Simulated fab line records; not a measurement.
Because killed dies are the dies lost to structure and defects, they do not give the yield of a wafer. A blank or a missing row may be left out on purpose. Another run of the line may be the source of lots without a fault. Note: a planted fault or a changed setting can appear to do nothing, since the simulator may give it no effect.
Matching of chambers :: flow sky130 :: 4 sister chambers for SKY_VIA2_ETCH_15 on rie diel-02
The step etches SiO2 in C4F8/O2/Ar, stops on TiN, target depth 546 nm, time 84 s. 4 wafers are shown with their chamber, then 8 later ones without.

WAFERS, EACH WITH ITS CHAMBER
wafer: L086.6
chamber: 0
bias w (W): 1200

wafer: L089.5
chamber: 3
bias w (W): 1200

wafer: L089.6
chamber: 2
bias w (W): 1204

wafer: L088.3
chamber: 1
bias w (W): 1198

WAFERS MISSING THEIR CHAMBER
wafer: L088.5
bias w (W): 1197

wafer: L088.6
bias w (W): 1200

wafer: L091.2
bias w (W): 1199

wafer: L091.4
bias w (W): 1198

wafer: L091.6
bias w (W): 1199

wafer: L094.1
bias w (W): 1196

wafer: L094.2
bias w (W): 1200

wafer: L094.4
bias w (W): 1196

THE CHAMBER EACH PASSED THROUGH
wafer: L088.5
from the rows above: can't be placed: 1 or 0 or 3
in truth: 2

wafer: L088.6
from the rows above: can't be placed: 0 or 3 or 1
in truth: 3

wafer: L091.2
from the rows above: can't be placed: 0 or 1 or 3
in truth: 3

wafer: L091.4
from the rows above: can't be placed: 1 or 0 or 3
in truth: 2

wafer: L091.6
from the rows above: can't be placed: 0 or 1 or 3
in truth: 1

wafer: L094.1
from the rows above: can't be placed: 1 or 0 or 3
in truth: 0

wafer: L094.2
from the rows above: can't be placed: 0 or 3 or 1
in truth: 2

wafer: L094.4
from the rows above: can't be placed: 1 or 0 or 3
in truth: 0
Correctly placed: 0 of 8. Not placeable from these rows: 8 (in 5, the candidates include the true chamber). 0 placed wrongly.
How it was worked out, from the rows above alone: a wafer's distance from a chamber is the root of the sum, over the readings, of the square of ((its reading less the chamber's mean) divided by the reading's scatter). The wafer belongs to the nearest chamber; if the next one is less than 2 further off, it can't be placed. For every chamber, the mean is computed from those of its wafers that are shown. The scatter (one wafer shown for each chamber): square how far every hidden wafer sits from the nearest shown wafer, average those squares and take the square root.
